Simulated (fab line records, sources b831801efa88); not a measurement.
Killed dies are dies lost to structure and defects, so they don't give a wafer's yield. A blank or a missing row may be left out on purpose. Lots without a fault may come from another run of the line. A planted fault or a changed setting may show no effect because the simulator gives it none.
fab line records | flow sky130
record lots=11 wafers=33 last_day=50
route steps=708 shown METAL3@566 VIA3@584 CAP2M@605 PAD_OPEN@708
lots that met no fault: from a run of the same line without faults
start_h: hours from the record's first day to the start of the lot's first wafer shown | wait_h: hours since the lot's step before | " the same as in the row above | L1.1+2: a row that stands for several wafers | - no value, or no start given | * or withheld: withheld | < > ~ a bound
route shown NAME@n: a module of which the file shows steps, and the number in the route of the first | usual: mean/standard deviation of fault-free wafers | same: alike in all rows | chamber/n: place in a boat | sites: the reading at each site | _std_site: their standard deviation | _edge_site: outer sites' mean less inner sites' | radius_mm: how far each site lies from the wafer's centre | mask NAME#n: copy n | behind: the tool/chamber that last shaped the wafer | hold: why the lot was held/for how many hours/how that ended | device: the transistor (n, p or np) that didn't switch | end of line: the same wafers' tests at the end of the route | a step without rows: its recipe alone | killed: dies lost to structure and defects at the first sort, not the wafer's yield | map: a wafer's dies, x killed, . not, _ none there
set.NAME: the setting as run; set.NAME@STEP: as run at that earlier step | model.NAME: the simulator's own value behind a step, which no gauge read
steps of the route over a sample of lots; a table a step, a row a wafer
services: from which hour (start_h, from the record's first day; less than 0 if before it) a tool's chamber was out of use, for how many hours, and why
## steps
# step SKY_METAL3_ETCH_16
# recipe chemistry=N2/H2 target=BARC ion_energy_ev=200 bias_w=100 pressure_mtorr=30 n2_flow_sccm=100 h2_flow_sccm=200 icp_w=500 stop_on=SiO2 time_s=88.2 target_depth_a=600
# usual drypump_motor_current_A=5.9/0.35 n2_flow_sccm=99.96/0.28 oes_product_au=0.626/0.0043 throttle_valve_pct=13.204/0.0089
# columns lot.wafer tool chamber start_h wait_h drypump_motor_current_A n2_flow_sccm oes_product_au rf_hours_counter_h throttle_valve_pct
L136.3 rie_metal-03 1 900.64 0.0 6.2 100.33 0.627 - 13.210
L136.5 " 1 " " 6.2 100.26 0.625 - 13.206
L136.6 " 0 " " 6.1 99.94 0.626 - 13.215
L137.2 rie_metal-03 1 905.83 0.0 6.2 99.60 0.626 13 13.203
L137.3 " 0 " " 6.1 100.35 0.628 - 13.202
L137.6 " 1 " " 6.2 99.46 0.626 - 13.198
L138.1 rie_metal-01 1 923.33 0.0 5.6 100.34 0.624 16 13.195
L138.2 " 0 " " 5.4 100.05 0.623 1 13.191
L138.6 " 1 " " 5.6 99.91 0.619 - 13.203
L143.1 rie_metal-01 1 957.38 0.0 5.6 99.87 0.628 17 13.194
L143.4 " 0 " " 5.4 99.86 0.625 - 13.202
L143.6 " 1 " " 5.6 99.48 0.634 - 13.203
L145.3 rie_metal-01 1 967.51 0.0 5.6 100.20 0.621 - 13.202
L145.4 " 0 " " 5.5 100.07 0.622 - 13.205
L145.5 " 1 " " 5.6 100.06 0.626 - 13.188
L148.1 rie_metal-01 1 989.35 0.0 5.6 99.95 0.624 19 13.211
L148.4 " 1 " " 5.6 100.06 0.622 - 13.196
L148.6 " 0 " " 5.5 100.44 0.627 - 13.192
L150.2 rie_metal-01 1 1006.18 0.0 5.6 99.89 0.624 19 13.197
L150.3 " 1 " " 5.6 99.57 0.630 - 13.219
L150.6 " 1 " " 5.6 99.70 0.626 - 13.214
L154.1 rie_metal-03 1 1028.03 0.0 6.2 99.87 0.630 20 13.201
L154.2 " 0 " " 6.1 99.97 0.628 9 13.191
L154.6 " 1 " " 6.2 99.67 0.625 - 13.203
L157.1 rie_metal-03 1 1042.98 0.0 6.2 99.99 0.622 22 13.199
L157.2 " 0 " " 6.1 100.02 0.633 11 13.193
L157.5 " 1 " " 6.2 99.95 0.628 - 13.186
L158.2 rie_metal-01 1 1062.12 0.0 5.7 99.83 0.625 1 13.206
L158.5 " 0 " " 5.5 100.03 0.622 - 13.214
L158.6 " 1 " " 5.6 99.98 0.622 - 13.210
L159.1 rie_metal-01 1 1062.69 0.0 5.6 99.34 0.628 1 13.228
L159.2 " 0 " " 5.4 100.20 0.624 9 13.217
L159.6 " 1 " " 5.6 99.89 0.626 - 13.213
# step SKY_METAL3_STRIP_19
# recipe chemistry=O2/N2 power_w=1400 pressure_mtorr=1500 platen_temp_c=withheld o2_flow_sccm=3000 n2_flow_sccm=300 overash_fraction=0.5
# usual drypump_motor_current_A=5.6/0.41 n2_flow_sccm=299.9/0.98 oes_product_au=0.507/0.0058 strip_time_to_endpoint_s=6.63/0.08
# columns lot.wafer tool chamber start_h wait_h drypump_motor_current_A n2_flow_sccm oes_product_au rf_hours_counter_h strip_time_to_endpoint_s
L136.3 plasma_asher-04 0 901.11 0.2 5.2 300.0 0.500 - 6.53
L136.5 " 1 " " 5.9 301.4 0.494 - 6.56
L136.6 " 0 " " 5.2 300.2 0.503 - 6.52
L137.2 plasma_asher-01 0 906.30 0.2 5.8 298.3 0.504 103 6.62
L137.3 " 0 " " 5.9 300.3 0.502 - 6.60
L137.6 " 1 " " 6.8 300.5 0.511 - 6.56
L138.1 plasma_asher-04 0 923.63 0.1 5.2 300.1 0.503 48 6.63
L138.2 " 1 " " 5.9 300.2 0.505 48 6.55
L138.6 " 1 " " 5.9 299.1 0.499 - 6.60
L143.1 plasma_asher-04 1 957.68 0.1 5.9 299.1 0.516 51 6.77
L143.4 " 0 " " 5.2 298.5 0.504 - 6.61
L143.6 " 0 " " 5.2 299.4 0.507 - 6.63
L145.3 plasma_asher-04 1 967.81 0.1 5.9 299.2 0.509 - 6.62
L145.4 " 0 " " 5.2 299.2 0.506 - 6.61
L145.5 " 0 " " 5.2 299.4 0.507 - 6.70
L148.1 plasma_asher-04 0 989.65 0.1 5.2 300.9 0.505 54 6.64
L148.4 " 1 " " 5.9 298.5 0.508 - 6.63
L148.6 " 0 " " 5.2 299.8 0.500 - 6.61
L150.2 plasma_asher-04 0 1006.54 0.2 5.3 299.6 0.511 56 6.60
L150.3 " 0 " " 5.2 300.2 0.510 - 6.67
L150.6 " 1 " " 5.9 300.4 0.506 - 6.61
L154.1 plasma_asher-04 1 1028.33 0.1 5.9 298.3 0.519 59 6.74
L154.2 " 0 " " 5.2 300.3 0.508 59 6.64
L154.6 " 0 " " 5.2 300.8 0.507 - 6.67
L157.1 plasma_asher-04 1 1043.28 0.1 6.0 298.0 0.502 63 6.55
L157.2 " 0 " " 5.2 300.1 0.500 63 6.71
L157.5 " 1 " " 6.0 299.9 0.510 - 6.60
L158.2 plasma_asher-03 0 1062.45 0.1 5.2 299.9 0.508 30 6.76
L158.5 " 1 " " 5.3 299.9 0.514 - 6.68
L158.6 " 0 " " 5.3 298.8 0.508 - 6.74
L159.1 plasma_asher-04 0 1063.02 0.1 5.2 299.1 0.507 65 6.64
L159.2 " 1 " " 5.9 299.7 0.503 65 6.63
L159.6 " 1 " " 5.9 300.3 0.512 - 6.70
# step SKY_VIA3_DEVELOP_11
# recipe develop_time_s=60 resist=KrF-thick dev_temp_c=21
# usual developer_temp_C=20.97/0.1
# columns lot.wafer tool chamber start_h wait_h developer_temp_C
L136.3 litho_track-03 0 926 - 20.88
L136.5 " 0 " " 20.79
L136.6 " 0 " " 20.83
L137.2 litho_track-01 0 931 - 21.05
L137.3 " 0 " " 20.76
L137.6 " 0 " " 20.93
L138.1 litho_track-03 0 948 - 20.98
L138.2 " 0 " " 20.88
L138.6 " 0 " " 20.95
L143.1 litho_track-02 0 982 - 20.92
L143.4 " 0 " " 21.12
L143.6 " 0 " " 20.98
L145.3 litho_track-02 0 992 - 21.09
L145.4 " 0 " " 20.93
L145.5 " 0 " " 21.03
L148.1 litho_track-02 0 1013 - 20.08
L148.4 " 0 1014 - 20.01
L148.6 " 0 " " 20.24
L150.2 litho_track-02 0 1030 - 20.04
L150.3 " 0 " " 20.10
L150.6 " 0 " " 20.18
L154.1 litho_track-03 0 1051 - 21.02
L154.2 " 0 " " 20.97
L154.6 " 0 " " 21.01
L157.1 litho_track-01 0 1066 - 20.89
L157.2 " 0 " " 20.97
L157.5 " 0 " " 20.97
L158.2 litho_track-03 0 1085 - 20.83
L158.5 " 0 " " 21.02
L158.6 " 0 " " 20.85
L159.1 litho_track-03 0 1086 - 20.88
L159.2 " 0 " " 21.07
L159.6 " 0 " " 20.98
# step SKY_CAP2M_SPUTTER_02
# recipe material=TiN target_thk_nm=200 temp_c=300 power_w=6500 time_s=166.7 chamber_pressure_pa=0.4
# usual throttle_valve_pct=30.5/1.1
# columns lot.wafer tool chamber start_h wait_h throttle_valve_pct
L136.3 pvd_sputter-03 - 928.15 0.0 29.5
L136.5 " - " " 30.1
L136.6 " - " " 29.6
L137.2 pvd_sputter-04 - 933.59 0.0 31.9
L137.3 " - " " 31.7
L137.6 " - " " 31.6
L138.1 pvd_sputter-04 - 950.07 0.1 32.3
L138.2 " - " " 31.6
L138.6 " - " " 31.7
L143.1 pvd_sputter-02 - 984.48 0.1 32.2
L143.4 " - " " 29.4
L143.6 " - " " 32.2
L145.3 pvd_sputter-04 - 994.37 0.0 30.1
L145.4 " - " " 32.2
L145.5 " - " " 31.5
L148.1 pvd_sputter-03 - 1015.96 0.1 29.9
L148.4 " - " " 29.5
L148.6 " - " " 30.2
L150.2 pvd_sputter-04 - 1032.87 0.0 31.5
L150.3 " - " " 31.7
L150.6 " - " " 31.6
L154.1 pvd_sputter-04 - 1053.11 0.1 30.0
L154.2 " - " " 31.7
L154.6 " - " " 31.6
L157.1 pvd_sputter-03 - 1068.16 0.1 30.4
L157.2 " - " " 30.2
L157.5 " - " " 29.3
L158.2 pvd_sputter-04 - 1087.38 0.0 31.6
L158.5 " - " " 31.8
L158.6 " - " " 30.0
L159.1 pvd_sputter-03 - 1088.69 0.1 30.2
L159.2 " - " " 29.6
L159.6 " - " " 30.2
# step SKY_PAD_OPEN_PROBE_99
# usual defect_limited_yield=82.4/1.9 killed_at_M0_to_M3=44/7.1 killed_at_M4_up=3.5/2 killed_at_contacts=24/5.3 killed_at_front_end=15/4.8 killed_at_other=0.1/0.35 killed_dies=86/9.3 killed_open=47/7.8 killed_short=39/5.9 sort_bin_3_pad_short=0.8/0.42 sort_bin_5_function=10.3/1.4 sort_bin_6_memory=6.4/1.1 sort_bin_8_speed=0.00/0.034 sort_n_pass=406/9.3 sort_yield_pct=82.4/1.9
# same gross_dies=492 killed_at_back_side=0 sort_bin_4_leakage[%]=0
# columns lot.wafer tool chamber start_h wait_h defect_limited_yield[%] killed_at_M0_to_M3 killed_at_M4_up killed_at_contacts killed_at_front_end killed_at_other killed_dies killed_open killed_short sort_bin_3_pad_short[%] sort_bin_5_function[%] sort_bin_6_memory[%] sort_bin_8_speed[%] sort_n_pass sort_yield_pct[%]
L136.3 prober-01 - 1073.73 0.2 83.3 36 3 23 20 0 82 48 34 0.8 11.2 4.7 0 410 83.3
L136.5 prober-01 - 1073.83 0.2 82.1 35 4 21 27 1 88 51 37 0.8 10.6 6.5 0 404 82.1
L136.6 prober-01 - 1073.88 0.2 79.1 44 6 36 17 0 103 63 40 1.6 11.6 7.7 0 389 79.1
L137.2 prober-02 - 1079.03 0.1 85.4 45 5 11 11 0 72 35 37 1.6 8.9 4.1 0 420 85.4
L137.3 prober-02 - 1079.08 0.2 82.3 47 3 24 13 0 87 44 43 0.8 11.8 5.1 0 405 82.3
L137.6 prober-02 - 1079.23 0.2 82.3 50 3 25 9 0 87 53 34 1.2 10.4 6.1 0 405 82.3
L138.1 prober-01 - 1092.44 0.1 83.9 40 3 28 8 0 79 46 33 1.6 8.5 5.9 0 413 83.9
L138.2 prober-01 - 1092.49 0.1 83.1 41 2 27 13 0 83 46 37 1.2 11.0 4.7 0 409 83.1
L138.6 prober-01 - 1092.69 0.2 83.9 43 5 23 8 0 79 51 28 1.6 8.9 5.5 0 413 83.9
L143.1 prober-01 - 1122.83 0.1 85.8 30 0 25 14 1 70 43 27 0.4 8.3 5.5 0 422 85.8
L143.4 prober-01 - 1122.98 0.2 85.2 38 2 19 14 0 73 42 31 0.6 8.9 5.3 0 419 85.2
L143.6 prober-01 - 1123.08 0.2 82.7 37 2 32 13 1 85 50 35 0.6 9.3 7.3 0 407 82.7
L145.3 prober-01 - 1130.46 0.2 86.0 33 3 16 17 0 69 37 32 0.8 8.7 4.5 0 423 86.0
L145.4 prober-01 - 1130.51 0.2 83.7 38 7 20 15 0 80 43 37 0.6 10.4 5.3 0 412 83.7
L145.5 prober-01 - 1130.56 0.2 82.7 40 8 21 16 0 85 51 34 1.0 9.6 6.7 0 407 82.7
L148.1 prober-02 - 1150.09 0.1 82.3 51 4 17 15 0 87 40 47 0.2 11.8 5.7 0 405 82.3
L148.4 prober-02 - 1150.24 0.2 81.9 40 6 33 10 0 89 52 37 0.8 10.8 6.5 0 403 81.9
L148.6 prober-02 - 1150.34 0.2 80.5 48 3 32 13 0 96 56 40 0.8 11.2 7.5 0 396 80.5
L150.2 prober-02 - 1161.61 0.1 85.6 33 6 19 13 0 71 36 35 1.2 9.3 3.9 0 421 85.6
L150.3 prober-02 - 1161.66 0.2 83.3 40 0 21 21 0 82 40 42 0.6 10.4 5.7 0 410 83.3
L150.6 prober-02 - 1161.81 0.2 77.6 57 3 32 18 0 110 61 49 1.4 13.4 7.5 0 382 77.6
L154.1 prober-02 - 1175.26 0.1 83.5 45 4 22 10 0 81 39 42 1.2 10.2 5.1 0 411 83.5
L154.2 prober-02 - 1175.31 0.1 81.7 57 1 19 13 0 90 51 39 0.4 9.6 8.3 0 402 81.7
L154.6 prober-02 - 1175.51 0.2 83.7 40 4 22 14 0 80 30 50 0.8 9.3 6.1 0 412 83.7
L157.1 prober-02 - 1190.00 0.1 86.0 37 1 18 13 0 69 37 32 0.6 7.3 6.1 0 423 86.0
L157.2 prober-02 - 1190.05 0.1 79.9 52 1 26 20 0 99 62 37 0.8 11.2 8.1 0.41 391 79.5
L157.5 prober-02 - 1190.20 0.2 82.3 39 2 27 19 0 87 50 37 0.8 11.4 5.5 0 405 82.3
L158.2 prober-02 - 1204.09 0.1 81.5 49 2 25 14 1 91 55 36 0.6 11.0 6.9 0 401 81.5
L158.5 prober-02 - 1204.24 0.2 80.9 59 2 27 6 0 94 51 43 0.2 11.2 7.7 0 398 80.9
L158.6 prober-02 - 1204.29 0.2 80.5 54 4 24 14 0 96 49 47 0.8 10.8 7.9 0 396 80.5
L159.1 prober-02 - 1204.79 0.1 81.5 45 2 32 12 0 91 51 40 0.2 11.2 7.1 0 401 81.5
L159.2 prober-02 - 1204.84 0.1 84.1 35 3 22 18 0 78 52 26 0.4 8.7 6.7 0 414 84.1
L159.6 prober-02 - 1205.04 0.2 81.7 34 3 45 8 0 90 54 36 1.6 8.5 8.1 0 402 81.7
# killed by level:class
L136.3 CONTACT:geometric_particle:open=12 VIA2:geometric_particle:open=7 FIELD_ISO:geometric_particle:short=6 VIA3:geometric_particle:open=6 METAL1:geometric_particle:short=5 LI_CONTACT:geometric_particle:open=4 VIA1:geometric_particle:short=4 VIA1:geometric_particle:open=4
L136.5 CONTACT:geometric_particle:open=9 FIELD_ISO:geometric_particle:short=7 VIA3:geometric_particle:open=7 POLY_GATE:geometric_particle:open=5 VIA1:geometric_particle:open=5 FIELD_ISO:geometric_particle:open=4 LI_CONTACT:geometric_particle:open=4 VIA2:geometric_particle:open=4
L136.6 CONTACT:geometric_particle:open=16 VIA3:geometric_particle:open=10 LI_CONTACT:geometric_particle:open=9 VIA2:geometric_particle:open=8 VIA1:geometric_particle:open=8 FIELD_ISO:geometric_particle:short=7 CONTACT:geometric_particle:short=5 LOCAL_INTERCONNECT:geometric_particle:short=4
L137.2 VIA1:geometric_particle:open=12 METAL1:geometric_particle:short=7 FIELD_ISO:geometric_particle:short=6 VIA2:geometric_particle:open=6 METAL2:geometric_particle:short=5 VIA1:geometric_particle:short=4 METAL4:geometric_particle:short=4 CONTACT:geometric_particle:open=3
L137.3 VIA1:geometric_particle:open=15 VIA1:geometric_particle:short=11 LI_CONTACT:geometric_particle:open=9 FIELD_ISO:geometric_particle:short=5 LOCAL_INTERCONNECT:geometric_particle:short=5 CONTACT:geometric_particle:open=5 METAL2:geometric_particle:short=4 METAL2:geometric_particle:open=3
L137.6 VIA1:geometric_particle:open=14 CONTACT:geometric_particle:open=12 METAL2:geometric_particle:short=7 VIA2:geometric_particle:open=6 LI_CONTACT:geometric_particle:open=5 METAL1:geometric_particle:short=5 VIA1:geometric_particle:short=5 VIA3:geometric_particle:open=5
L138.1 LI_CONTACT:geometric_particle:open=11 METAL1:geometric_particle:short=11 VIA3:geometric_particle:open=10 LOCAL_INTERCONNECT:geometric_particle:short=6 CONTACT:geometric_particle:open=6 VIA1:geometric_particle:open=6 VIA2:geometric_particle:open=5 POLY_GATE:geometric_particle:open=4
L138.2 CONTACT:geometric_particle:open=12 METAL1:geometric_particle:short=8 VIA1:geometric_particle:short=6 VIA1:geometric_particle:open=6 VIA3:geometric_particle:open=5 POLY_GATE:geometric_particle:open=4 LI_CONTACT:geometric_particle:open=4 VIA3:geometric_particle:short=4
L138.6 VIA1:geometric_particle:open=12 LI_CONTACT:geometric_particle:open=9 VIA2:geometric_particle:open=9 CONTACT:geometric_particle:open=6 VIA3:geometric_particle:open=6 METAL1:geometric_particle:short=5 POLY_GATE:geometric_particle:open=5 VIA1:geometric_particle:short=5
L143.1 VIA3:geometric_particle:open=9 CONTACT:geometric_particle:open=8 LI_CONTACT:geometric_particle:open=7 FIELD_ISO:geometric_particle:open=6 CONTACT:geometric_particle:short=4 METAL1:geometric_particle:short=4 VIA1:geometric_particle:open=4 POLY_GATE:geometric_particle:short=3
L143.4 LI_CONTACT:geometric_particle:open=10 METAL1:geometric_particle:short=9 VIA2:geometric_particle:open=7 VIA3:geometric_particle:open=7 POLY_GATE:geometric_particle:short=5 CONTACT:geometric_particle:open=5 VIA1:geometric_particle:open=5 POLY_GATE:geometric_particle:open=4
L143.6 CONTACT:geometric_particle:open=12 LI_CONTACT:geometric_particle:open=10 VIA1:geometric_particle:open=9 VIA1:geometric_particle:short=6 METAL1:geometric_particle:short=5 LOCAL_INTERCONNECT:geometric_particle:short=4 METAL2:geometric_particle:short=4 METAL3:geometric_particle:short=4
L145.3 VIA1:geometric_particle:open=9 CONTACT:geometric_particle:open=6 FIELD_ISO:geometric_particle:short=5 FIELD_ISO:geometric_particle:open=4 POLY_GATE:geometric_particle:open=4 METAL1:geometric_particle:short=4 VIA1:geometric_particle:short=4 VIA2:geometric_particle:open=4
L145.4 VIA1:geometric_particle:open=9 CONTACT:geometric_particle:open=8 VIA1:geometric_particle:short=7 FIELD_ISO:geometric_particle:open=6 LI_CONTACT:geometric_particle:open=6 METAL2:geometric_particle:short=5 VIA2:geometric_particle:open=5 METAL4:geometric_particle:short=5
L145.5 VIA1:geometric_particle:open=13 CONTACT:geometric_particle:open=8 VIA1:geometric_particle:short=8 LI_CONTACT:geometric_particle:open=5 METAL4:geometric_particle:short=5 FIELD_ISO:geometric_particle:short=4 POLY_GATE:geometric_particle:open=4 METAL2:geometric_particle:open=4
L148.1 VIA1:geometric_particle:open=11 CONTACT:geometric_particle:open=9 VIA1:geometric_particle:short=8 VIA2:geometric_particle:open=7 POLY_GATE:geometric_particle:short=6 METAL2:geometric_particle:short=6 FIELD_ISO:geometric_particle:short=5 VIA3:geometric_particle:open=4
L148.4 LI_CONTACT:geometric_particle:open=15 CONTACT:geometric_particle:open=8 VIA1:geometric_particle:open=8 VIA3:geometric_particle:short=6 VIA2:geometric_particle:open=6 METAL1:geometric_particle:short=5 LOCAL_INTERCONNECT:geometric_particle:short=4 METAL4:geometric_particle:short=4
L148.6 VIA1:geometric_particle:open=11 CONTACT:geometric_particle:open=10 VIA3:geometric_particle:open=9 CONTACT:geometric_particle:short=7 LI_CONTACT:geometric_particle:open=6 VIA2:geometric_particle:open=6 METAL1:geometric_particle:short=5 VIA3:geometric_particle:short=5
L150.2 VIA2:geometric_particle:open=7 LI_CONTACT:geometric_particle:open=7 VIA1:geometric_particle:open=7 FIELD_ISO:geometric_particle:short=4 POLY_GATE:geometric_particle:short=4 CONTACT:geometric_particle:open=4 CONTACT:geometric_particle:short=4 METAL4:geometric_particle:short=4
L150.3 VIA1:geometric_particle:open=15 CONTACT:geometric_particle:open=7 FIELD_ISO:geometric_particle:short=6 POLY_GATE:geometric_particle:short=6 METAL2:geometric_particle:short=6 POLY_GATE:geometric_particle:open=5 LI_CONTACT:geometric_particle:open=5 METAL1:geometric_particle:short=5
L150.6 LI_CONTACT:geometric_particle:open=12 CONTACT:geometric_particle:open=10 VIA1:geometric_particle:open=9 METAL2:geometric_particle:short=8 POLY_GATE:geometric_particle:open=7 VIA3:geometric_particle:short=7 VIA3:geometric_particle:open=7 VIA2:geometric_particle:open=7
L154.1 METAL1:geometric_particle:short=10 VIA1:geometric_particle:open=8 LI_CONTACT:geometric_particle:open=7 VIA3:geometric_particle:open=6 VIA2:geometric_particle:open=5 LI_CONTACT:geometric_particle:short=4 CONTACT:geometric_particle:short=4 METAL2:geometric_particle:short=4
L154.2 VIA1:geometric_particle:open=11 CONTACT:geometric_particle:open=10 VIA3:geometric_particle:open=10 METAL2:geometric_particle:short=7 METAL1:geometric_particle:short=6 VIA2:geometric_particle:open=5 LI_CONTACT:geometric_particle:open=4 VIA2:geometric_particle:short=4
L154.6 CONTACT:geometric_particle:open=8 VIA1:geometric_particle:open=8 FIELD_ISO:geometric_particle:short=7 VIA1:geometric_particle:short=7 LI_CONTACT:geometric_particle:open=5 CONTACT:geometric_particle:short=5 METAL1:geometric_particle:short=5 VIA2:geometric_particle:short=5
L157.1 VIA1:geometric_particle:open=7 VIA1:geometric_particle:short=7 LI_CONTACT:geometric_particle:open=6 CONTACT:geometric_particle:open=6 VIA3:geometric_particle:open=5 SPACER:geometric_particle:short=4 METAL2:geometric_particle:short=4 METAL3:geometric_particle:short=4
L157.2 VIA1:geometric_particle:open=18 CONTACT:geometric_particle:open=9 VIA2:geometric_particle:open=7 POLY_GATE:geometric_particle:open=6 FIELD_ISO:geometric_particle:open=5 FIELD_ISO:geometric_particle:short=5 LI_CONTACT:geometric_particle:open=5 LOCAL_INTERCONNECT:geometric_particle:short=5
L157.5 CONTACT:geometric_particle:open=14 VIA1:geometric_particle:open=9 VIA3:geometric_particle:open=7 VIA1:geometric_particle:short=6 METAL2:geometric_particle:short=5 FIELD_ISO:geometric_particle:short=4 POLY_GATE:geometric_particle:open=4 SPACER:geometric_particle:open=4
L158.2 VIA1:geometric_particle:open=12 LI_CONTACT:geometric_particle:open=8 CONTACT:geometric_particle:open=7 CONTACT:geometric_particle:short=7 VIA2:geometric_particle:open=7 VIA3:geometric_particle:open=6 VIA1:geometric_particle:short=5 METAL2:geometric_particle:short=5
L158.5 VIA1:geometric_particle:open=14 VIA2:geometric_particle:open=13 LI_CONTACT:geometric_particle:open=8 CONTACT:geometric_particle:open=8 CONTACT:geometric_particle:short=6 LI_CONTACT:geometric_particle:short=5 METAL1:geometric_particle:short=5 VIA1:geometric_particle:short=5
L158.6 VIA1:geometric_particle:open=13 VIA2:geometric_particle:open=10 CONTACT:geometric_particle:open=7 VIA1:geometric_particle:short=7 METAL1:geometric_particle:short=6 VIA3:geometric_particle:open=6 CONTACT:geometric_particle:short=5 FIELD_ISO:geometric_particle:short=4
L159.1 CONTACT:geometric_particle:open=11 VIA1:geometric_particle:open=10 CONTACT:geometric_particle:short=9 METAL2:geometric_particle:short=8 VIA3:geometric_particle:open=7 METAL1:geometric_particle:short=7 LI_CONTACT:geometric_particle:open=7 VIA2:geometric_particle:open=4
L159.2 CONTACT:geometric_particle:open=10 VIA1:geometric_particle:open=9 POLY_GATE:geometric_particle:open=8 LI_CONTACT:geometric_particle:open=6 VIA1:geometric_particle:short=5 LOCAL_INTERCONNECT:geometric_particle:short=4 METAL2:geometric_particle:short=4 VIA2:geometric_particle:open=4
L159.6 CONTACT:geometric_particle:open=16 LI_CONTACT:geometric_particle:open=14 CONTACT:geometric_particle:short=7 VIA1:geometric_particle:open=7 LOCAL_INTERCONNECT:geometric_particle:short=6 VIA3:geometric_particle:short=5 VIA3:geometric_particle:open=5 METAL3:geometric_particle:short=4
## services
# columns tool chamber start_h hours kind
rie_metal-01 0 878.03 - clean
rie_metal-01 0 878.03 14.9 scheduled_down
rie_metal-01 0 878.03 14.9 vent_cycle
rie_metal-01 - 878.99 2.8 pm
pvd_sputter-04 - 891.01 0.6 repair
pvd_sputter-04 - 922.71 3.3 repair
pvd_sputter-02 - 941.72 2.0 repair
rie_metal-01 - 961.59 0.3 repair
pvd_sputter-03 - 989.84 2.7 repair
rie_metal-01 1 1011.28 - clean
rie_metal-01 1 1011.28 23.8 scheduled_down
rie_metal-01 1 1011.28 23.8 vent_cycle
plasma_asher-01 - 1015.16 38.0 repair
plasma_asher-03 - 1015.18 28.1 pm
pvd_sputter-04 - 1037.28 1.0 repair
plasma_asher-03 - 1043.28 2.8 pm
plasma_asher-01 - 1055.25 9.0 pm
plasma_asher-01 0 1055.25 9.0 vent_cycle
plasma_asher-01 1 1055.25 9.0 vent_cycle
plasma_asher-01 0 1064.25 - clean
plasma_asher-01 1 1064.25 - clean
pvd_sputter-02 - 1067.28 1.7 repair
rie_metal-03 - 1084.02 1.5 repair
## key
first_sign step=SKY_VIA3_DEVELOP_11 reading=developer_temp_C direction=down sigmas=8.6 usual=* struck=*
effect none on later readings
met_at SKY_VIA3_DEVELOP_11
struck_lots L148,L150
not_acting_at SKY_METAL3_ETCH_16,SKY_METAL3_STRIP_19,SKY_CAP2M_SPUTTER_02
onset_between 992 1013
fault kind=process_parameter_drift tool=litho_track-02 chamber=- onset_h=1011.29 steps=SKY_VIA3_DEVELOP_11 channel=dev_temp_c offset=* shape=step end_h=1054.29 acts_in=* stated=*
